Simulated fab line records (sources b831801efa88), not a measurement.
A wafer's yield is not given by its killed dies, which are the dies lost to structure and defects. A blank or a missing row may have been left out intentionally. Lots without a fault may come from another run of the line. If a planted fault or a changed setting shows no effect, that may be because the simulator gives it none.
Which tool was responsible? || flow sky130 || 39 wafers from 13 lots sampled at 7 of the route's 708 steps

== WHAT THE GAUGES SHOWED, per wafer ==
SKY_FIELD_ISO_BOW_MEAS_00.
{"lot": "L760", "measured": "day 1 10:01", "on": "filmMetro-01", "INCOMING_BOW (um)": "-9 0 0"}
{"lot": "L761", "measured": "day 1 15:01", "on": "filmMetro-01", "INCOMING_BOW (um)": "4 1 1"}
{"lot": "L763", "measured": "day 2 01:01", "on": "filmMetro-01", "INCOMING_BOW (um)": "-1 -5 18"}
{"lot": "L764", "measured": "day 2 06:01", "on": "filmMetro-04", "INCOMING_BOW (um)": "9 -18 2"}
{"lot": "L765", "measured": "day 2 11:00", "on": "filmMetro-01", "INCOMING_BOW (um)": "14 2 1"}
{"lot": "L766", "measured": "day 2 16:01", "on": "filmMetro-04", "INCOMING_BOW (um)": "-5 2 -10"}
{"lot": "L767", "measured": "day 2 21:00", "on": "filmMetro-04", "INCOMING_BOW (um)": "3 10 3"}
{"lot": "L770", "measured": "day 3 12:00", "on": "filmMetro-03", "INCOMING_BOW (um)": "2 2 -5"}
{"lot": "L771", "measured": "day 3 17:02", "on": "filmMetro-01", "INCOMING_BOW (um)": "3 5 12"}
{"lot": "L780", "measured": "day 5 14:01", "on": "filmMetro-04", "INCOMING_BOW (um)": "-1 -7 3"}
{"lot": "L781", "measured": "day 5 19:01", "on": "filmMetro-01", "INCOMING_BOW (um)": "-8 1 -18"}
{"lot": "L782", "measured": "day 6 00:02", "on": "filmMetro-01", "INCOMING_BOW (um)": "0 1 5"}
{"lot": "L783", "measured": "day 6 05:00", "on": "filmMetro-01", "INCOMING_BOW (um)": "13 -1 1"}

SKY_NWELL_OVL_MEAS_10.
{"lot": "L760", "measured": "day 4 16:25", "on": "overlay-01", "NWELL_00_OVL (nm)": "-0.6 -0.7 1.3"}
{"lot": "L761", "measured": "day 4 19:59", "on": "overlay-01", "NWELL_00_OVL (nm)": "0.3 1.3 0.2"}
{"lot": "L763", "measured": "day 5 13:14", "on": "overlay-01", "NWELL_00_OVL (nm)": "-0.6 -1.5 0.2"}
{"lot": "L764", "measured": "day 5 15:25", "on": "overlay-02", "NWELL_00_OVL (nm)": "-2.3 -1.5 -1.8"}
{"lot": "L765", "measured": "day 5 22:05", "on": "overlay-02", "NWELL_00_OVL (nm)": "-2.1 0.1 -1.1"}
{"lot": "L766", "measured": "day 6 03:58", "on": "overlay-01", "NWELL_00_OVL (nm)": "0.1 0.6 0.4"}
{"lot": "L767", "measured": "day 6 04:19", "on": "overlay-01", "NWELL_00_OVL (nm)": "1.3 -0.6 -1.1"}
{"lot": "L770", "measured": "day 7 00:41", "on": "overlay-01", "NWELL_00_OVL (nm)": "- - -"}
{"lot": "L771", "measured": "day 7 07:32", "on": "overlay-02", "NWELL_00_OVL (nm)": "-0.9 -1.5 -3.3"}
{"lot": "L780", "measured": "day 9 12:31", "on": "overlay-01", "NWELL_00_OVL (nm)": "-1.0 -0.7 -1.1"}
{"lot": "L781", "measured": "day 9 19:01", "on": "overlay-01", "NWELL_00_OVL (nm)": "1.2 0.0 -0.4"}
{"lot": "L782", "measured": "day 9 22:40", "on": "overlay-01", "NWELL_00_OVL (nm)": "1.1 1.1 0.0"}
{"lot": "L783", "measured": "day 10 04:49", "on": "overlay-02", "NWELL_00_OVL (nm)": "-1.0 0.5 -0.2"}

SKY_NWELL_TW_MEAS_15.
{"lot": "L760", "measured": "day 4 17:00", "on": "filmMetro-02", "NWELL_TW": "1812 1807 1797"}
{"lot": "L761", "measured": "day 4 20:35", "on": "filmMetro-03", "NWELL_TW": "1829 1816 1829"}
{"lot": "L763", "measured": "day 5 13:50", "on": "filmMetro-02", "NWELL_TW": "1815 1812 1817"}
{"lot": "L764", "measured": "day 5 16:01", "on": "filmMetro-04", "NWELL_TW": "1837 1846 1844"}
{"lot": "L765", "measured": "day 5 22:40", "on": "filmMetro-04", "NWELL_TW": "1829 1839 1834"}
{"lot": "L766", "measured": "day 6 04:34", "on": "filmMetro-04", "NWELL_TW": "1841 1827 1839"}
{"lot": "L767", "measured": "day 6 04:54", "on": "filmMetro-02", "NWELL_TW": "1811 1792 1805"}
{"lot": "L770", "measured": "day 7 01:16", "on": "filmMetro-04", "NWELL_TW": "30 30 30"}
{"lot": "L771", "measured": "day 7 08:07", "on": "filmMetro-02", "NWELL_TW": "1797 1795 1803"}
{"lot": "L780", "measured": "day 9 13:07", "on": "filmMetro-02", "NWELL_TW": "1809 1812 1816"}
{"lot": "L781", "measured": "day 9 19:37", "on": "filmMetro-04", "NWELL_TW": "1833 1836 1831"}
{"lot": "L782", "measured": "day 9 23:16", "on": "filmMetro-03", "NWELL_TW": "1825 1831 1825"}
{"lot": "L783", "measured": "day 10 05:24", "on": "filmMetro-04", "NWELL_TW": "1826 1827 1841"}

SKY_NWELL_TW_MEAS_26.
{"lot": "L760", "measured": "day 5 10:36", "on": "filmMetro-04", "NWELL_2_TW": "505 506 502"}
{"lot": "L761", "measured": "day 5 14:04", "on": "filmMetro-03", "NWELL_2_TW": "499 501 503"}
{"lot": "L763", "measured": "day 6 08:42", "on": "filmMetro-04", "NWELL_2_TW": "504 502 505"}
{"lot": "L764", "measured": "day 6 11:39", "on": "filmMetro-02", "NWELL_2_TW": "492 492 491"}
{"lot": "L765", "measured": "day 6 18:17", "on": "filmMetro-02", "NWELL_2_TW": "491 489 489"}
{"lot": "L766", "measured": "day 7 00:03", "on": "filmMetro-03", "NWELL_2_TW": "494 495 493"}
{"lot": "L767", "measured": "day 7 00:51", "on": "filmMetro-04", "NWELL_2_TW": "499 498 501"}
{"lot": "L770", "measured": "day 7 20:44", "on": "filmMetro-02", "NWELL_2_TW": "1809 1808 1804"}
{"lot": "L771", "measured": "day 8 04:56", "on": "filmMetro-02", "NWELL_2_TW": "495 494 491"}
{"lot": "L780", "measured": "day 10 13:11", "on": "filmMetro-02", "NWELL_2_TW": "494 493 490"}
{"lot": "L781", "measured": "day 10 19:11", "on": "filmMetro-03", "NWELL_2_TW": "498 497 495"}
{"lot": "L782", "measured": "day 10 23:13", "on": "filmMetro-04", "NWELL_2_TW": "500 500 497"}
{"lot": "L783", "measured": "day 11 05:19", "on": "filmMetro-04", "NWELL_2_TW": "497 500 497"}

SKY_VT_ADJUST_HVTP_CD_MEAS_07: target cd 380 nm.
{"lot": "L760", "measured": "day 6 05:48", "on": "cdSem-01", "cdNm (nm)": "381.9 382.9 382.5"}
{"lot": "L761", "measured": "day 6 09:24", "on": "cdSem-01", "cdNm (nm)": "379.2 379.4 380.5"}
{"lot": "L763", "measured": "day 7 05:07", "on": "cdSem-02", "cdNm (nm)": "378.8 379.5 380.8"}
{"lot": "L764", "measured": "day 7 07:51", "on": "cdSem-02", "cdNm (nm)": "377.1 378.7 376.6"}
{"lot": "L765", "measured": "day 7 14:38", "on": "cdSem-02", "cdNm (nm)": "379.9 379.7 379.8"}
{"lot": "L766", "measured": "day 7 20:15", "on": "cdSem-02", "cdNm (nm)": "381.6 384.0 381.1"}
{"lot": "L767", "measured": "day 7 21:14", "on": "cdSem-02", "cdNm (nm)": "379.1 381.6 381.9"}
{"lot": "L770", "measured": "day 8 17:20", "on": "cdSem-02", "cdNm (nm)": "381.1 381.3 382.3"}
{"lot": "L771", "measured": "day 9 02:34", "on": "cdSem-01", "cdNm (nm)": "379.6 380.8 377.1"}
{"lot": "L780", "measured": "day 11 13:45", "on": "cdSem-01", "cdNm (nm)": "383.7 380.1 381.3"}
{"lot": "L781", "measured": "day 11 19:00", "on": "cdSem-01", "cdNm (nm)": "381.2 382.1 383.2"}
{"lot": "L782", "measured": "day 12 00:01", "on": "cdSem-02", "cdNm (nm)": "381.9 383.1 381.4"}
{"lot": "L783", "measured": "day 12 06:25", "on": "cdSem-02", "cdNm (nm)": "378.7 377.9 379.3"}

== WHAT TOOL EACH LOT RAN ON (gives the tool, then ch and the chambers of the sampled wafers, and finally the start) ==
{"lot": "L760", "SKY_NWELL_EXPOSE_07": "ilineStepper-02 ch 0, day 4 07:42", "SKY_NWELL_STRIP_25": "plasmaAsher-04 ch 0,1, day 5 10:29"}
{"lot": "L761", "SKY_NWELL_EXPOSE_07": "ilineStepper-02 ch 0, day 4 11:57", "SKY_NWELL_STRIP_25": "plasmaAsher-04 ch 0,1, day 5 13:57"}
{"lot": "L763", "SKY_NWELL_EXPOSE_07": "ilineStepper-02 ch 0, day 5 04:12", "SKY_NWELL_STRIP_25": "plasmaAsher-04 ch 0,1, day 6 08:35"}
{"lot": "L764", "SKY_NWELL_EXPOSE_07": "ilineStepper-02 ch 0, day 5 06:45", "SKY_NWELL_STRIP_25": "plasmaAsher-04 ch 0,1, day 6 11:32"}
{"lot": "L765", "SKY_NWELL_EXPOSE_07": "ilineStepper-01 ch 0, day 5 13:08", "SKY_NWELL_STRIP_25": "plasmaAsher-04 ch 0,1, day 6 18:11"}
{"lot": "L766", "SKY_NWELL_EXPOSE_07": "ilineStepper-01 ch 0, day 5 18:14", "SKY_NWELL_STRIP_25": "plasmaAsher-04 ch 1, day 6 23:56"}
{"lot": "L767", "SKY_NWELL_EXPOSE_07": "ilineStepper-01 ch 0, day 5 18:28", "SKY_NWELL_STRIP_25": "plasmaAsher-02 ch 0,1, day 7 00:45"}
{"lot": "L770", "SKY_NWELL_EXPOSE_07": "ilineStepper-01 ch 0, day 6 14:35", "SKY_NWELL_STRIP_25": "plasmaAsher-01 ch 0,1, day 7 20:38"}
{"lot": "L771", "SKY_NWELL_EXPOSE_07": "ilineStepper-01 ch 0, day 6 22:09", "SKY_NWELL_STRIP_25": "plasmaAsher-04 ch 0,1, day 8 04:51"}
{"lot": "L780", "SKY_NWELL_EXPOSE_07": "ilineStepper-01 ch 0, day 9 02:16", "SKY_NWELL_STRIP_25": "plasmaAsher-02 ch 0,1, day 10 13:04"}
{"lot": "L781", "SKY_NWELL_EXPOSE_07": "ilineStepper-02 ch 0, day 9 07:20", "SKY_NWELL_STRIP_25": "plasmaAsher-02 ch 0,1, day 10 19:04"}
{"lot": "L782", "SKY_NWELL_EXPOSE_07": "ilineStepper-01 ch 0, day 9 11:05", "SKY_NWELL_STRIP_25": "plasmaAsher-01 ch 0,1, day 10 23:08"}
{"lot": "L783", "SKY_NWELL_EXPOSE_07": "ilineStepper-01 ch 0, day 9 17:34", "SKY_NWELL_STRIP_25": "plasmaAsher-02 ch 0,1, day 11 05:13"}
- SKY_NWELL_EXPOSE_07: exposes mask NWM, target cd 840 nm.
- SKY_NWELL_STRIP_25: strips in O2/N2.

== WHAT THE TOOLS THEMSELVES READ (means of the sampled wafers that have a number; where no wafer has one, the mark that the record gives instead) ==
SKY_NWELL_EXPOSE_07.
{"lot": "L760", "tool": "ilineStepper-02", "reticleTempC (C)": 22.95}
{"lot": "L761", "tool": "ilineStepper-02", "reticleTempC (C)": 22.96}
{"lot": "L763", "tool": "ilineStepper-02", "reticleTempC (C)": 23.00}
{"lot": "L764", "tool": "ilineStepper-02", "reticleTempC (C)": 22.96}
{"lot": "L765", "tool": "ilineStepper-01", "reticleTempC (C)": 22.97}
{"lot": "L766", "tool": "ilineStepper-01", "reticleTempC (C)": 22.99}
{"lot": "L767", "tool": "ilineStepper-01", "reticleTempC (C)": 23.01}
{"lot": "L770", "tool": "ilineStepper-01", "reticleTempC (C)": 22.96}
{"lot": "L771", "tool": "ilineStepper-01", "reticleTempC (C)": 22.99}
{"lot": "L780", "tool": "ilineStepper-01", "reticleTempC (C)": 23.11}
{"lot": "L781", "tool": "ilineStepper-02", "reticleTempC (C)": 22.98}
{"lot": "L782", "tool": "ilineStepper-01", "reticleTempC (C)": 22.99}
{"lot": "L783", "tool": "ilineStepper-01", "reticleTempC (C)": 23.04}

SKY_NWELL_STRIP_25.
{"lot": "L760", "tool": "plasmaAsher-04", "drypumpMotorCurrentA (A)": 5.22, "oesProductAu (a.u.)": 0.724, "stripTimeToEndpointS (s)": 36.98}
{"lot": "L761", "tool": "plasmaAsher-04", "drypumpMotorCurrentA (A)": 5.20, "oesProductAu (a.u.)": 0.719, "stripTimeToEndpointS (s)": 36.93}
{"lot": "L763", "tool": "plasmaAsher-04", "drypumpMotorCurrentA (A)": 5.19, "oesProductAu (a.u.)": 0.721, "stripTimeToEndpointS (s)": 36.84}
{"lot": "L764", "tool": "plasmaAsher-04", "drypumpMotorCurrentA (A)": 5.19, "oesProductAu (a.u.)": 0.722, "stripTimeToEndpointS (s)": 36.95}
{"lot": "L765", "tool": "plasmaAsher-04", "drypumpMotorCurrentA (A)": 5.19, "oesProductAu (a.u.)": 0.723, "stripTimeToEndpointS (s)": 36.85}
{"lot": "L766", "tool": "plasmaAsher-04", "drypumpMotorCurrentA (A)": 5.16, "oesProductAu (a.u.)": 0.723, "stripTimeToEndpointS (s)": 36.82}
{"lot": "L767", "tool": "plasmaAsher-02", "drypumpMotorCurrentA (A)": 5.51, "oesProductAu (a.u.)": 0.721, "stripTimeToEndpointS (s)": 37.10}
{"lot": "L770", "tool": "plasmaAsher-01", "drypumpMotorCurrentA (A)": 5.28, "oesProductAu (a.u.)": 0.722, "stripTimeToEndpointS (s)": 36.95}
{"lot": "L771", "tool": "plasmaAsher-04", "drypumpMotorCurrentA (A)": 5.20, "oesProductAu (a.u.)": 0.725, "stripTimeToEndpointS (s)": 36.89}
{"lot": "L780", "tool": "plasmaAsher-02", "drypumpMotorCurrentA (A)": 5.51, "oesProductAu (a.u.)": 0.721, "stripTimeToEndpointS (s)": 36.76}
{"lot": "L781", "tool": "plasmaAsher-02", "drypumpMotorCurrentA (A)": 5.59, "oesProductAu (a.u.)": 0.725, "stripTimeToEndpointS (s)": 36.81}
{"lot": "L782", "tool": "plasmaAsher-01", "drypumpMotorCurrentA (A)": 5.30, "oesProductAu (a.u.)": 0.720, "stripTimeToEndpointS (s)": 36.83}
{"lot": "L783", "tool": "plasmaAsher-02", "drypumpMotorCurrentA (A)": 5.61, "oesProductAu (a.u.)": 0.726, "stripTimeToEndpointS (s)": 36.87}

== THE ANSWER, worked out from the rows above alone ==
Rule: the lots themselves supply what counts as usual. The widest of any qualifying gaps counts: lots, ordered by their means at a reading, are off when they make up no more than a third of the lots, leave a main group of 4 or more, and stand apart from it by 3 or more times the standard deviation of that group's means. A main group is skipped when, at the precision printed for the reading in the tables above, its means are all equal. Also off: a lot with no number at a reading for which 4 or more lots have one. Any other lot the step has rows for is counted as sound. After the gauges, taken in route order, come the tools' own readings; for these a lot's mean is taken, as printed above. At the first step where some lot is off, the reading lying furthest off is the one used; lots without a number count as furthest.
Off: at SKY_NWELL_OVL_MEAS_10 (NWELL_00_OVL), L770. Without a number there: L770. Main group: mean -0.4 nm, sd 0.85.
If a tool, at a process step before that reading, ran all the lots that are off and no sound lot after the first of them, it fits. Not tried: the gauges at SKY_NWELL_OVL_MEAS_10; whatever is off there is also off at SKY_NWELL_TW_MEAS_15, on other tools, and gauge error can't account for it. No candidate that was tried fits.

== WHAT THE SIMULATOR HAD INSERTED ==
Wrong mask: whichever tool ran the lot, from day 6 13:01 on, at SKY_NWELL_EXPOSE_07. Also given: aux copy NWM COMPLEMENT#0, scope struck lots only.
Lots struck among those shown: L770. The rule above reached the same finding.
